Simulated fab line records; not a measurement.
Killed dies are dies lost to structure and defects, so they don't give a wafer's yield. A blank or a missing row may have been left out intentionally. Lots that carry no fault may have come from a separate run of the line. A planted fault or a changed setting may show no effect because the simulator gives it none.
fab line records | flow sky130
[record] lots = 14 wafers = 42 lastDay = 50
route steps=708 shown LOCAL_INTERCONNECT@399 METAL1@435 CAPM@537 METAL3@567
lots that met no fault: from a run of the same line without faults
startH: start of the lot's first displayed wafer, in hours after the record's first day | waitH: hours elapsed since this lot's preceding step | " unchanged from the row above | L1.1+2: a single row standing in for several wafers | - either no value or no given start | * or withheld: withheld | < > ~ a bound
route shown NAME@n: names a module that has steps shown in the file, with the first one's number in the route | usual: mean and standard deviation over wafers with no fault | same: alike in all rows | chamber/n: place in a boat | sites: per-site readings | _std_site: their standard deviation | _edge_site: the outer-site mean with the inner-site mean subtracted | radiusMm: for every site, how far away it sits from the centre of the wafer | mask NAME#n: copy n | behind: the last tool/chamber to shape the wafer | hold: cause of the lot's hold/its duration in hours/its outcome | device: names the non-switching transistor (n, p or np) | end of line: tests run on the same wafers once the route is complete | where a step has no rows: the recipe by itself | killed: dies that structure and defects cost at the first sort, which is not the same as the wafer's yield | map: a wafer's dies, marking killed ones x, the rest . and places with no die _
set.NAME: setting as actually run; set.NAME@STEP: the setting as run at that earlier step | model.NAME: the simulator's own value behind a step, which no gauge read
a sample of lots followed through the steps of the route, with each step as a table and each wafer as a row
services: a tool's chamber out of use, with start hour (startH, from the record's first day; less than 0 if before it), hours out, and reason
[[steps]]
[step SKY_LOCAL_INTERCONNECT_OVL_MEAS_12]
[usual] LOCAL_INTERCONNECT_OVL = -3/6.6
// columns lot.wafer tool chamber startH waitH LOCAL_INTERCONNECT_OVL[nm]
L435.1 overlay-01 - 710.27 0.1 4
L435.3 " - " " -1
L435.6 " - " " 1
L436.1 overlay-02 - 715.77 0.1 -4
L436.4 " - " " 0
L436.6 " - " " 8
L437.1 overlay-01 - 728.07 0.1 -11
L437.3 " - " " -8
L437.4 " - " " -11
L444.1 overlay-01 - 782.47 0.1 -11
L444.2 " - " " 0
L444.5 " - " " -6
L445.2 overlay-01 - 788.19 0.1 -11
L445.4 " - " " 0
L445.5 " - " " -1
L447.1 overlay-02 - 802.39 0.1 4
L447.2 " - " " 2
L447.6 " - " " 3
L449.3 overlay-01 - 821.00 0.1 5
L449.5 " - " " -7
L449.6 " - " " 6
L450.1 overlay-01 - 830.42 0.1 -16
L450.2 " - " " 1
L450.6 " - " " 4
L453.2 overlay-01 - 851.99 0.1 0
L453.4 " - " " -1
L453.5 " - " " 4
L454.1 overlay-01 - 852.84 0.1 -1
L454.3 " - " " 1
L454.4 " - " " 9
L455.3 overlay-02 - 859.15 0.1 -4
L455.5 " - " " -4
L455.6 " - " " -11
L456.1 overlay-02 - 867.87 0.1 5
L456.4 " - " " -5
L456.6 " - " " 1
L457.1 overlay-02 - 876.09 0.1 1
L457.3 " - " " -3
L457.6 " - " " -7
L458.2 overlay-02 - 885.75 0.1 0
L458.3 " - " " 10
L458.4 " - " " 3
[step SKY_LOCAL_INTERCONNECT_ETCH_13]
[recipe] chemistry = N2/H2 target = BARC ionEnergyEv = 200 biasW = 100 pressureMtorr = 30 n2FlowSccm = 100 h2FlowSccm = 200 icpW = 500 stopOn = SiO2 timeS = 45.9 targetDepthA = 600
[usual] biasW = 100.0/0.31 drypumpMotorCurrentA = 5.30/0.12 oesProductAu = 0.855/0.0045 throttleValvePct = 13.225/0.0092
// columns lot.wafer tool chamber startH waitH biasW drypumpMotorCurrentA oesProductAu rfHoursCounterH throttleValvePct
L435.1 rieMetal-03 1 710.30 0.0 100.2 5.40 0.855 4 13.224
L435.3 " 1 " " 100.1 5.40 0.849 - 13.222
L435.6 " 0 " " 100.0 5.14 0.850 - 13.223
L436.1 rieMetal-02 1 715.80 0.0 100.1 5.40 0.846 4 13.216
L436.4 " 1 " " 100.0 5.39 0.855 - 13.218
L436.6 " 0 " " 99.7 5.34 0.849 - 13.219
L437.1 rieMetal-02 1 728.10 0.0 99.8 5.34 0.855 4 13.228
L437.3 " 1 " " 100.0 5.35 0.856 - 13.237
L437.4 " 0 " " 99.5 5.37 0.854 - 13.230
L444.1 rieMetal-03 1 782.50 0.0 100.3 5.38 0.856 7 13.238
L444.2 " 1 " " 100.2 5.41 0.854 - 13.224
L444.5 " 1 " " 100.1 5.44 0.848 - 13.233
L445.2 rieMetal-01 1 788.22 0.0 100.8 5.10 0.856 5 13.217
L445.4 " 1 " " 100.3 5.08 0.851 - 13.240
L445.5 " 1 " " 100.7 5.08 0.859 - 13.237
L447.1 rieMetal-03 0 802.42 0.0 100.2 5.13 0.847 0 13.233
L447.2 " 1 " " 99.7 5.41 0.858 8 13.241
L447.6 " 1 " " 99.1 5.39 0.854 - 13.228
L449.3 rieMetal-03 1 821.05 0.0 100.2 5.38 0.858 - 13.227
L449.5 " 1 " " 100.3 5.39 0.851 - 13.231
L449.6 " 0 " " 100.1 5.13 0.862 - 13.228
L450.1 rieMetal-03 1 830.45 0.0 100.1 5.40 0.862 9 13.207
L450.2 " 0 " " 99.8 5.14 0.860 1 13.220
L450.6 " 0 " " 99.6 5.16 0.857 - 13.216
L453.2 rieMetal-02 0 852.02 0.0 99.8 5.33 0.851 12 13.224
L453.4 " 0 " " 99.9 5.35 0.858 - 13.237
L453.5 " 1 " " 100.3 5.37 0.868 - 13.223
L454.1 rieMetal-03 1 852.88 0.0 100.5 5.39 0.848 10 13.220
L454.3 " 1 " " 100.3 5.41 0.857 - 13.218
L454.4 " 0 " " 100.3 5.14 0.856 - 13.220
L455.3 rieMetal-02 1 859.20 0.0 100.0 5.37 0.853 - 13.224
L455.5 " 1 " " 100.4 5.38 0.861 - 13.238
L455.6 " 0 " " 99.9 5.36 0.860 - 13.215
L456.1 rieMetal-03 0 867.90 0.0 99.6 5.15 0.854 2 13.237
L456.4 " 1 " " 99.7 5.41 0.860 - 13.213
L456.6 " 0 " " 100.0 5.18 0.851 - 13.224
L457.1 rieMetal-01 1 876.12 0.0 99.6 5.11 0.851 9 13.216
L457.3 " 1 " " 99.7 5.11 0.858 - 13.214
L457.6 " 1 " " 99.8 5.09 0.859 - 13.227
L458.2 rieMetal-02 0 885.78 0.0 99.8 5.35 0.860 13 13.228
L458.3 " 0 " " 100.6 5.36 0.857 - 13.216
L458.4 " 1 " " 99.6 5.38 0.861 - 13.221
[step SKY_METAL1_SPUTTER_01]
[recipe] material = TiN targetThkNm = 20 powerW = 6500 timeS = 16.7 chamberPressurePa = 0.4
[usual] throttleValvePct = 30.0/0.91
// columns lot.wafer tool chamber startH waitH throttleValvePct
L435.1 pvdSputter-01 - 740.52 0.0 30.7
L435.3 " - " " 29.2
L435.6 " - " " 29.3
L436.1 pvdSputter-03 - 746.20 0.0 30.0
L436.4 " - " " 29.5
L436.6 " - " " 30.0
L437.1 pvdSputter-02 - 759.56 0.0 29.2
L437.3 " - " " 29.2
L437.4 " - " " 32.0
L444.1 pvdSputter-03 - 811.75 0.0 29.8
L444.2 " - " " 28.1
L444.5 " - " " 29.7
L445.2 pvdSputter-02 - 817.57 0.0 31.9
L445.4 " - " " 29.6
L445.5 " - " " 29.4
L447.1 pvdSputter-02 - 831.38 0.0 29.4
L447.2 " - " " 32.1
L447.6 " - " " 29.6
L449.3 pvdSputter-02 - 850.46 0.0 30.6
L449.5 " - " " 32.1
L449.6 " - " " 30.4
L450.1 pvdSputter-03 - 859.34 0.0 30.0
L450.2 " - " " 29.7
L450.6 " - " " 28.1
L453.2 pvdSputter-02 - 881.27 0.0 32.1
L453.4 " - " " 30.8
L453.5 " - " " 29.5
L454.1 pvdSputter-01 - 881.53 0.0 30.4
L454.3 " - " " 30.4
L454.4 " - " " 30.9
L455.3 pvdSputter-02 - 888.16 0.0 29.7
L455.5 " - " " 29.4
L455.6 " - " " 31.8
L456.1 pvdSputter-01 - 897.03 0.0 30.5
L456.4 " - " " 30.5
L456.6 " - " " 29.5
L457.1 pvdSputter-03 - 904.68 0.0 30.0
L457.3 " - " " 29.8
L457.6 " - " " 30.1
L458.2 pvdSputter-03 - 914.23 0.0 29.8
L458.3 " - " " 28.3
L458.4 " - " " 30.1
[step SKY_CAPM_CVD_00]
[recipe] material = SiO2 targetThkNm = 15.5 tempC = 400 timeS = withheld rfW = 450
[usual] heaterPowerW = 726/100 rfFwdPowerW = 441.3/2.8
// columns lot.wafer tool chamber startH waitH heaterPowerW rfFwdPowerW
L435.1 pecvd-01 0 852.41 0.0 585 444.8
L435.3 " 2 " " 558 442.7
L435.6 " 0 " " 599 442.4
L436.1 pecvd-02 0 856.80 0.0 783 439.0
L436.4 " 0 " " 793 439.4
L436.6 " 2 " " 624 439.0
L437.1 pecvd-02 0 871.15 0.0 801 440.1
L437.3 " 1 " " 805 438.7
L437.4 " 2 " " 575 438.5
L444.1 pecvd-02 1 920.49 0.0 715 510.4
L444.2 " 0 " " 719 512.5
L444.5 " 1 " " 738 509.4
L445.2 pecvd-02 0 926.00 0.0 770 509.6
L445.4 " 1 " " 739 511.3
L445.5 " 1 " " 739 510.2
L447.1 pecvd-01 1 939.63 0.0 759 439.2
L447.2 " 0 " " 613 440.8
L447.6 " 1 " " 768 436.7
L449.3 pecvd-03 0 962.12 0.0 844 442.9
L449.5 " 2 " " 801 445.4
L449.6 " 1 " " 760 441.6
L450.1 pecvd-01 0 966.21 0.0 550 443.3
L450.2 " 1 " " 783 440.7
L450.6 " 1 " " 792 438.7
L453.2 pecvd-01 0 989.12 0.0 586 444.5
L453.4 " 0 " " 571 443.9
L453.5 " 2 " " 663 443.2
L454.1 pecvd-01 1 990.64 0.0 727 440.2
L454.3 " 0 " " 596 441.7
L454.4 " 1 " " 740 438.4
L455.3 pecvd-03 0 993.82 0.0 838 441.0
L455.5 " 0 " " 816 439.4
L455.6 " 2 " " 833 443.9
L456.1 pecvd-01 0 999.71 0.0 618 443.8
L456.4 " 0 " " 626 442.9
L456.6 " 2 " " 633 444.6
L457.1 pecvd-03 0 1010.55 0.0 800 439.6
L457.3 " 2 " " 872 446.2
L457.6 " 2 " " 872 446.4
L458.2 pecvd-01 1 1016.65 0.0 866 437.9
L458.3 " 2 " " 696 444.1
L458.4 " 0 " " 602 445.4
[step SKY_CAPM_THK_MEAS_01]
[recipe] reads = SiO2_of_CAPM_CVD_00
[usual] CAPM_CVD_00_THK = 15.53/0.21
// columns lot.wafer tool chamber startH waitH CAPM_CVD_00_THK[nm]
L435.1 filmMetro-01 - 852.43 - 15.13
L435.3 " - " " 15.50
L435.6 " - " " 15.53
L436.1 filmMetro-02 - 856.82 - 15.51
L436.4 " - " " 15.62
L436.6 " - " " 15.68
L437.1 filmMetro-03 - 871.17 - 15.34
L437.3 " - " " 15.63
L437.4 " - " " 15.78
L444.1 filmMetro-02 - 920.52 - 16.12
L444.2 " - " " 16.18
L444.5 " - " " 16.28
L445.2 filmMetro-03 - 926.05 - 16.18
L445.4 " - " " 16.41
L445.5 " - " " 16.51
L447.1 filmMetro-02 - 939.65 - 15.24
L447.2 " - " " 15.33
L447.6 " - " " 15.58
L449.3 filmMetro-02 - 962.16 - 15.15
L449.5 " - " " 15.57
L449.6 " - " " 15.45
L450.1 filmMetro-01 - 966.23 - 15.39
L450.2 " - " " 15.61
L450.6 " - " " 15.74
L453.2 filmMetro-02 - 989.15 - 15.19
L453.4 " - " " 15.45
L453.5 " - " " 15.75
L454.1 filmMetro-01 - 990.66 - 15.39
L454.3 " - " " 15.38
L454.4 " - " " 15.92
L455.3 filmMetro-03 - 993.87 - 15.31
L455.5 " - " " 15.47
L455.6 " - " " 15.61
L456.1 filmMetro-02 - 999.74 - 15.14
L456.4 " - " " 15.44
L456.6 " - " " 15.64
L457.1 filmMetro-01 - 1010.58 - 15.44
L457.3 " - " " 15.27
L457.6 " - " " 15.27
L458.2 filmMetro-02 - 1016.68 - 15.10
L458.3 " - " " 15.30
L458.4 " - " " 15.25
[step SKY_METAL3_ETCH_17]
[recipe] target = SiO2 stopOn = TiN chemistry = C4F8/O2/Ar sourceW = 1500 biasW = 1200 pressureMtorr = 40 c4f8FlowSccm = withheld O2_flow_sccm = 6 Ar_flow_sccm = 300 timeS = 3.9 targetDepthA = 150
[usual] biasW = 1200/3.7 oesProductAu = 0.755/0.0067
// columns lot.wafer tool chamber startH waitH biasW oesProductAu rfHoursCounterH
L435.1 rieDiel-03 1 904.78 0.1 1198 0.749 15
L435.3 " 3 " " 1196 0.753 6
L435.6 " 2 " " 1203 0.753 -
L436.1 rieDiel-03 1 908.71 0.1 1200 0.755 15
L436.4 " 3 " " 1198 0.760 6
L436.6 " 0 " " 1196 0.763 -
L437.1 rieDiel-01 1 922.11 0.1 1197 0.745 6
L437.3 " 0 " " 1194 0.762 13
L437.4 " 3 " " 1200 0.759 4
L444.1 rieDiel-01 0 968.98 0.1 1198 0.774 14
L444.2 " 1 " " 1207 0.765 7
L444.5 " 0 " " 1196 0.774 -
L445.2 rieDiel-01 3 974.33 0.1 1200 0.774 5
L445.4 " 0 " " 1203 0.772 15
L445.5 " 3 " " 1205 0.781 -
L447.1 rieDiel-02 0 989.03 0.1 1202 0.754 14
L447.2 " 3 " " 1194 0.747 25
L447.6 " 0 " " 1202 0.760 -
L449.3 rieDiel-02 3 1010.01 0.0 1195 0.745 26
L449.5 " 2 " " 1203 0.753 -
L449.6 " 1 " " 1196 0.744 -
L450.1 rieDiel-01 0 1012.68 0.1 1203 0.759 16
L450.2 " 2 " " 1198 0.758 24
L450.6 " 3 " " 1199 0.755 -
L453.2 rieDiel-01 2 1040.98 0.1 1187 0.748 25
L453.4 " 0 " " 1205 0.753 17
L453.5 " 2 " " 1195 0.758 -
L454.1 rieDiel-01 1 1041.54 0.1 1198 0.749 10
L454.3 " 3 " " 1196 0.754 7
L454.4 " 2 " " 1201 0.769 25
L455.3 rieDiel-03 0 1041.71 0.0 1205 0.748 17
L455.5 " 2 " " 1200 0.752 -
L455.6 " 3 " " 1208 0.761 -
L456.1 rieDiel-01 3 1044.49 0.1 1203 0.746 7
L456.4 " 2 " " 1200 0.752 26
L456.6 " 2 " " 1198 0.761 -
L457.1 rieDiel-03 2 1056.24 0.1 1197 0.752 9
L457.3 " 0 " " 1201 0.750 17
L457.6 " 2 " " 1201 0.754 -
L458.2 rieDiel-03 3 1062.34 0.1 1201 0.741 10
L458.3 " 2 " " 1203 0.745 9
L458.4 " 1 " " 1204 0.753 20
[[services]]
// columns tool chamber startH hours kind
pecvd-01 - 722.60 6.0 pm
rieDiel-03 3 726.45 16.5 repair
pecvd-01 0 728.91 3.5 repair
rieMetal-03 0 757.57 18.7 repair
pvdSputter-03 - 761.98 3.0 repair
rieDiel-03 - 770.02 0.5 repair
rieMetal-03 - 772.41 0.4 repair
rieDiel-03 0 782.81 5.2 repair
rieMetal-02 - 790.60 0.3 repair
rieDiel-01 - 792.92 1.2 repair
pvdSputter-02 - 794.24 9.0 repair
rieDiel-01 0 811.80 5.9 repair
rieDiel-01 - 841.35 0.4 repair
pecvd-01 0 864.04 21.0 repair
rieDiel-01 1 892.57 3.4 repair
pvdSputter-02 - 924.27 0.6 repair
pvdSputter-02 - 928.96 2.4 repair
rieDiel-01 2 932.46 9.6 repair
rieDiel-01 - 948.90 2.8 pm
rieDiel-01 3 974.73 2.5 repair
pecvd-01 - 1009.22 2.8 pm
rieDiel-01 2 1012.72 1.4 repair
rieDiel-01 0 1042.30 1.6 repair
pvdSputter-02 - 1059.14 3.5 repair
[[key]]
[firstSign] step = SKY_CAPM_CVD_00 reading = rfFwdPowerW direction = up sigmas = 25 usual = 441.3 struck = 510.6
[effect] step = SKY_CAPM_THK_MEAS_01 reading = CAPM_CVD_00_THK direction = up sigmas = 3.6 usual = 15.53 struck = 16.28
[effect] step = SKY_METAL3_ETCH_17 reading = oesProductAu direction = up sigmas = 2.7 usual = 0.755 struck = 0.774
metAt SKY_CAPM_CVD_00
struckLots L444,L445
sortLeftOut L445.2,L445.4,L445.5
notActingAt SKY_LOCAL_INTERCONNECT_OVL_MEAS_12,SKY_LOCAL_INTERCONNECT_ETCH_13,SKY_METAL1_SPUTTER_01
onsetBetween 871.15 920.49
[fault] kind = processParameterDrift tool = pecvd-02 chamber = - onsetH = 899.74 steps = SKY_CAPM_CVD_00 channel = rfW offset = 72 shape = step endH = 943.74 actsIn = theseRecipesOnly stated = 450
// sortLeftOut: the simulated sort isn't trusted on such a fault, so these wafers' sort isn't shown, and their yield isn't known
